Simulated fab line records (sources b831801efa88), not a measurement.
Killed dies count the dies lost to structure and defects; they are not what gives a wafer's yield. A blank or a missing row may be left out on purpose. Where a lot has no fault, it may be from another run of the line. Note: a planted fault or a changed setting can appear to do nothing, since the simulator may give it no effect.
Struck lot and sound lot, side by side || flow sky130 || 26 steps out of a route of 708
Sound: these wafers, L691.1, L691.4, L691.5. Wafers struck: L699.2, L699.3, L699.4. Last of all comes the cause.
For every step that has rows: the tool of each side, followed by ch and its chambers, followed by its first start. Under that, the readings that differ: sound wafers || struck wafers || difference of the means || sigmas: that difference in standard deviations of wafers without a fault.
alike: readings whose means differ by less than 2 such deviations, and words and numbers that are the same on both sides. not compared: withheld readings, readings that some wafer has no value for, bounds like >300 that may hide the same value, and numbers for which the record gives no deviation and whose values overlap.
A row with sigmas, a row that says differs or no value, or rows on one side alone: a step with any of these is where the two part. Non-overlapping numbers with no deviation appear without sigmas and do not part them. A reading that every wafer of one side lacks parts them only if that side has two wafers or more.

first, 3 steps without rows for these wafers: SKY_CAP2M_EXPOSE_09 (exposes mask CAP2M, target cd 1000 nm); SKY_CAP2M_PEB_10; SKY_CAP2M_DEVELOP_11 (develop time 60 s).
SKY_CAP2M_OVL_MEAS_12:
  sound on overlay-02, day 41 12:42; struck on overlay-01, day 43 20:38
  alike: CAP2M_OVL
SKY_CAP2M_METAL_ETCH_13: etches TiN in Cl2/BCl3, stops on SiO2, target depth 220 nm, time 62.9 s.
  sound on rie metal-01 ch 0,1, day 41 12:44; struck on rie metal-03 ch 0,1, day 43 20:40
  alike: drypump motor current A, oes product au, throttle valve pct
  not compared: rf hours counter h
SKY_CAP2M_STRIP_14: strips in O2/N2.
  sound on plasma asher-03 ch 0,1, day 41 12:49; struck on plasma asher-02 ch 0,1, day 43 20:45
{"reading": "strip time to endpoint s (s)", "sound": "12.61 12.59 12.63", "struck": "12.75 12.81 12.67", "difference": "+0.13", "sigmas": "+3"}
  alike: drypump motor current A, oes product au
  not compared: rf hours counter h
then, 6 steps without rows for these wafers: SKY_CAP2M_STRIP_15 (strips in post etch residue remover, time 1200 s); SKY_CAP2M_CLEAN_16 (cleans in IPA, time 180 s); SKY_CAP2M_CLEAN_17 (cleans in O3/DIW); SKY_METAL4_DEHYDRATE_05 (time 60 s); SKY_METAL4_HMDS_06 (prime time 60 s); SKY_METAL4_COAT_07 (resist thk 60 nm).
SKY_METAL4_COAT_08: resist thk 1140 nm.
  sound on litho track-01 ch 0, day 42 01:00; struck on litho track-01 ch 0, day 44 07:00
{"reading": "model.KrF-thick_of_METAL4_COAT_08.thk nm (nm)", "sound": "1143 1143 1144", "struck": "1229 1234 1230", "difference": "+88", "sigmas": ""}
  alike: resist line temp C
then, 4 steps without rows for these wafers: SKY_METAL4_SOFTBAKE_09 (time 90 s); SKY_METAL4_EXPOSE_10 (exposes mask MM4, target cd 300 nm); SKY_METAL4_PEB_11; SKY_METAL4_DEVELOP_12 (develop time 60 s).
SKY_METAL4_CD_MEAS_13: target cd 300 nm.
  sound on cd sem-01, day 42 13:11; struck on cd sem-02, day 44 19:37
  alike: cd nm
SKY_METAL4_OVL_MEAS_14:
  sound on overlay-02, day 42 13:19; struck on overlay-01, day 44 19:43
  alike: METAL4_OVL
SKY_METAL4_DESCUM_15: chemistry O2, time 8 s.
  sound on rie metal-04 ch 0,1, day 42 13:21; struck on rie metal-04 ch 0,1, day 44 19:44
{"reading": "model.METAL4.cd nm (nm)", "sound": "297.7 300.1 299.7", "struck": "300.9 301.4 301.2", "difference": "+2.0", "sigmas": ""}
  alike: drypump motor current A, oes product au
  not compared: rf hours counter h
SKY_METAL4_ETCH_16: etches BARC in N2/H2, stops on SiO2, time 88.2 s, target depth 60 nm.
  sound on rie metal-04 ch 0,1, day 42 13:23; struck on rie metal-04 ch 0,1, day 44 19:47
  alike: drypump motor current A, oes product au, throttle valve pct
  not compared: rf hours counter h
SKY_METAL4_ETCH_17: etches SiO2 in C4F8/O2/Ar, stops on TiN, time 3.9 s, target depth 15 nm.
  sound on rie diel-03 ch 0,1, day 42 13:29; struck on rie diel-02 ch 0,2,3, day 44 19:52
  alike: oes product au
  not compared: rf hours counter h
SKY_METAL4_METAL_ETCH_18: etches the open film in Cl2/BCl3, stops on SiO2, target depth 845 nm, time 183.1 s.
  sound on rie metal-03 ch 0,1, day 42 13:30; struck on rie metal-03 ch 0,1, day 44 19:53
{"reading": "model.KrF-thick_of_METAL4_COAT_08.thk nm (nm)", "sound": "508.3 540.9 531.7", "struck": "603.2 609.1 628", "difference": "+86.5", "sigmas": ""}
  alike: drypump motor current A, oes product au, throttle valve pct
  not compared: rf hours counter h
SKY_METAL4_STRIP_19: strips in O2/N2.
  sound on plasma asher-01 ch 0,1, day 42 13:40; struck on plasma asher-01 ch 0,1, day 44 20:04
{"reading": "oes product au (a.u.)", "sound": "0.496 0.502 0.495", "struck": "0.536 0.542 0.546", "difference": "+0.044", "sigmas": "+6"}
{"reading": "strip time to endpoint s (s)", "sound": "6.35 6.66 6.60", "struck": "7.29 7.36 7.53", "difference": "+0.86", "sigmas": "+7"}
  alike: drypump motor current A
  not compared: rf hours counter h
then, 1 step without rows for these wafers: SKY_METAL4_STRIP_20 (strips in post etch residue remover, time 1200 s).
-- the record jumps here: 4 days lie between the struck wafers' starts before and after (it left off in module METAL4 and takes up again in module PAD_OPEN, whose first step shown is number 708 of the route) --
SKY_PAD_OPEN_PROBE_99:
  only the struck wafers here have rows in the record (prober-02, day 48 12:13); the sound ones have none

## WHERE THEY PART
Earliest at SKY_CAP2M_STRIP_14; latest, in this record, at SKY_PAD_OPEN_PROBE_99.

WHY: whatever the simulator had introduced
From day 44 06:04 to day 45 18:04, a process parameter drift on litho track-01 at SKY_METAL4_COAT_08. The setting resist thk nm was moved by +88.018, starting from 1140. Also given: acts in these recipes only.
